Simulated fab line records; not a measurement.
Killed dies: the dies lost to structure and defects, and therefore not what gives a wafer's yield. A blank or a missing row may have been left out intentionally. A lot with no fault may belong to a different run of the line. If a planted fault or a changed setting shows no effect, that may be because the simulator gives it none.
Problem report in the 8D (eight disciplines) form, filled by code / flow sky130 / the parts of the form that need people (team, actions taken, sign-off) are left out

== 1. PROBLEM STATEMENT ==
At SKY_RES_PROTECT_COAT_02, spin-speed-rpm averages 2802.4 rpm over 9 wafers from 3 lots, while fault-free wafers read 3000.5 rpm, standard deviation 1.8. That is -99 or more standard deviations from the usual mean.
The step: resist thk 1140 nm.
The first sign was on wafer L313.2 at day 20 17:22, on litho-track-03. Wafers with a number at this step in the record: 33, from 11 lots. Rule for "out", or "out of limits": more than 4 standard deviations from the usual mean. The rest of the wafers with a number are treated as sound.

== 2. WHAT IT IS, WHAT IT ISN'T ==
question=which readings at this step | is=spin-speed-rpm | is not=-
question=which lots | is=L313, L314, L315 | is not=L299, L304, L306, L307, L309, L316, L317, L319
question=which wafers of those lots | is=all that have a number | is not=-
question=read on which tools | is=litho-track-03 | is not=litho-track-01, litho-track-02
question=when | is=from day 20 17:22 | is not=up to then (15 sound wafers); but 9 sound wafers of L316, L317, L319 came after

== 3. SUSPECTS, AND WHAT RULES EACH OUT ==
Counting: a tool at a process step up to the reading stays a suspect if it ran every lot that is out and no sound lot after the first of them.
- litho-track-03 at SKY_RES_PROTECT_COAT_02 (resist thk 1140 nm): kept. Every lot that is out went through it, starting with L313 (day 20 17:22), and after that it ran no sound lot; the last sound lot it ran before then is L309 (day 19 13:38). Its own spin-speed-rpm readings are out on those wafers.
Remaining after the count: litho-track-03 at SKY_RES_PROTECT_COAT_02.

== 4. THE CAUSE (what the simulator had put in) ==
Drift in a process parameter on litho-track-03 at SKY_RES_PROTECT_COAT_02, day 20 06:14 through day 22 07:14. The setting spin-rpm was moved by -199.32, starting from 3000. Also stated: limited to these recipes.
Counting left only this tool.

== 5. SEQUENCE OF EFFECTS, ordered by route ==
Rows list readings where the struck wafers' mean (over those with a number) sits beyond 3 standard deviations from the usual. Only readings for which the record gives a usual standard deviation are gone through. hours: the time from each lot's start at the first step in this table that gives one to its start at this step, as a median over the lots. sigmas: the change in usual standard deviations.
hours=0; step=SKY_RES_PROTECT_COAT_02; reading=spin-speed-rpm; usual=3000.5 rpm; on struck wafers=2802.4; change=-198.1; sigmas=-99 or more
hours=15; step=SKY_RES_PROTECT_STRIP_07; reading=strip-time-to-endpoint-s; usual=23.31 s; on struck wafers=23.71; change=+0.40; sigmas=+10
It contains these process steps:
- SKY_RES_PROTECT_COAT_02: resist thk 1140 nm.
- SKY_RES_PROTECT_STRIP_07: strips in O2/N2.

== 6. HOW IT WOULD HAVE BEEN CAUGHT EARLIER ==
First out-of-limits reading in this record: day 20 17:22, which is 11 hours after fault onset at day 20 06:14.
